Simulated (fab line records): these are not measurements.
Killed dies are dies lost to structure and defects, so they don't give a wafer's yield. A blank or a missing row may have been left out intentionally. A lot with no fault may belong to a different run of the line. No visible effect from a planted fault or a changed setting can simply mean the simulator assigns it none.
Which of the tools did it? / flow sky130 / Sampling: 6 lots, 18 wafers, 2 of 708 route steps

== WHAT THE GAUGES SHOWED, per wafer ==
SKY_DNWELL_TW_MEAS_09.
lot=L798; measured=day 3 14:16; on=filmMetro-04; DNWELL_TW=1132 1130 1131
lot=L802; measured=day 4 08:46; on=filmMetro-04; DNWELL_TW=1123 1122 1117
lot=L804; measured=day 4 22:26; on=filmMetro-02; DNWELL_TW=1123 1114 1122
lot=L811; measured=day 6 07:36; on=filmMetro-02; DNWELL_TW=1171 1170 1172
lot=L816; measured=day 7 10:22; on=filmMetro-02; DNWELL_TW=1100 1113 1103
lot=L820; measured=day 8 16:19; on=filmMetro-02; DNWELL_TW=1116 1121 1112

== WHICH TOOL RAN EACH LOT (tool, then ch and the chambers of the sampled wafers, then the start) ==
lot=L798; SKY_DNWELL_IMPLANT_07=implanter-04 ch 0, day 3 14:02
lot=L802; SKY_DNWELL_IMPLANT_07=implanter-02 ch 0, day 4 08:31
lot=L804; SKY_DNWELL_IMPLANT_07=implanter-01 ch 0, day 4 22:13
lot=L811; SKY_DNWELL_IMPLANT_07=implanter-04 ch 0, day 6 07:23
lot=L816; SKY_DNWELL_IMPLANT_07=implanter-01 ch 0, day 7 10:07
lot=L820; SKY_DNWELL_IMPLANT_07=implanter-01 ch 0, day 8 16:04
- SKY_DNWELL_IMPLANT_07

== THE ANSWER, worked out from the rows above alone ==
Rule: the usual values come from the lots themselves. The widest of any qualifying gaps counts: lots, ordered by their means at a reading, are off when they make up no more than a third of the lots, leave a main group of 4 or more, and stand apart from it by 3 or more times the standard deviation of that group's means. Not used: any main group whose means are identical at the precision the tables above print for the reading. Also off: a lot with no number at a reading for which 4 or more lots have one. Any other lot the step has rows for is counted as sound.
Off: at SKY_DNWELL_TW_MEAS_09 (DNWELL_TW), L811. Mean 1119 and standard deviation 8.2 in the main group.
If a tool, at a process step before that reading, ran all the lots that are off and no sound lot after the first of them, it fits. Gauges at SKY_DNWELL_TW_MEAS_09: tried the same way as those tools. One fits: SKY_DNWELL_IMPLANT_07 on implanter-04. Its last sound lot is L798 (day 3 14:02), its first lot that is off L811 (day 6 07:23): a fault that began between those two fits.

== WHAT HAD BEEN PUT IN BY THE SIMULATOR ==
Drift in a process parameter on implanter-04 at SKY_DNWELL_IMPLANT_07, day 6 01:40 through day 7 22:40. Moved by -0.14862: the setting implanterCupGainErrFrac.
Shown lots that were struck: L811. The rule above found the same.
